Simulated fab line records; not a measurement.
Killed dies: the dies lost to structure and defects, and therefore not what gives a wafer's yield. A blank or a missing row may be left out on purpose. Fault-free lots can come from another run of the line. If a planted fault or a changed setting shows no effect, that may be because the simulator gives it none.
Which tool did it? :: flow gf180mcu :: 7 lots, 21 wafers sampled, at 1 step of a route of 602

WHAT EACH GAUGE READ, for each wafer
GF_V2_THK_MEAS_03.
lot: L148
measured: day 19 07:34
on: film metro-01
V2_CVD_02_THK (nm): 861 843 861

lot: L152
measured: day 20 22:25
on: film metro-03
V2_CVD_02_THK (nm): 841 834 871

lot: L155
measured: day 22 03:01
on: film metro-03
V2_CVD_02_THK (nm): 833 828 853

lot: L160
measured: day 23 21:43
on: film metro-04
V2_CVD_02_THK (nm): 837 837 853

lot: L165
measured: day 25 08:26
on: film metro-04
V2_CVD_02_THK (nm): 847 842 854

lot: L167
measured: day 26 05:31
on: film metro-04
V2_CVD_02_THK (nm): 821 846 847

lot: L170
measured: day 27 05:55
on: film metro-04
V2_CVD_02_THK (nm): 836 819 849

WHICH TOOL RAN EACH LOT (tool, then ch and the chambers of the sampled wafers, then the start)
No process step before these readings appears in the record.

THE ANSWER, worked out from the rows above alone
Rule: the usual values come from the lots themselves. Put in order of their means at a reading, lots are off if they are a third of the lots or fewer, leave a main group of 4 or more, and stand apart from it by a gap of 3 or more times the standard deviation of the main group's means; of several such gaps the widest counts. A main group is skipped when, at the precision printed for the reading in the tables above, its means are all equal. A lot without any number at a reading at which 4 lots or more have one is off too. The other lots that the step has rows for count as sound.
Across all readings shown, no lot is off: no conclusion can be drawn from this.

WHAT THE SIMULATOR HAD PUT IN
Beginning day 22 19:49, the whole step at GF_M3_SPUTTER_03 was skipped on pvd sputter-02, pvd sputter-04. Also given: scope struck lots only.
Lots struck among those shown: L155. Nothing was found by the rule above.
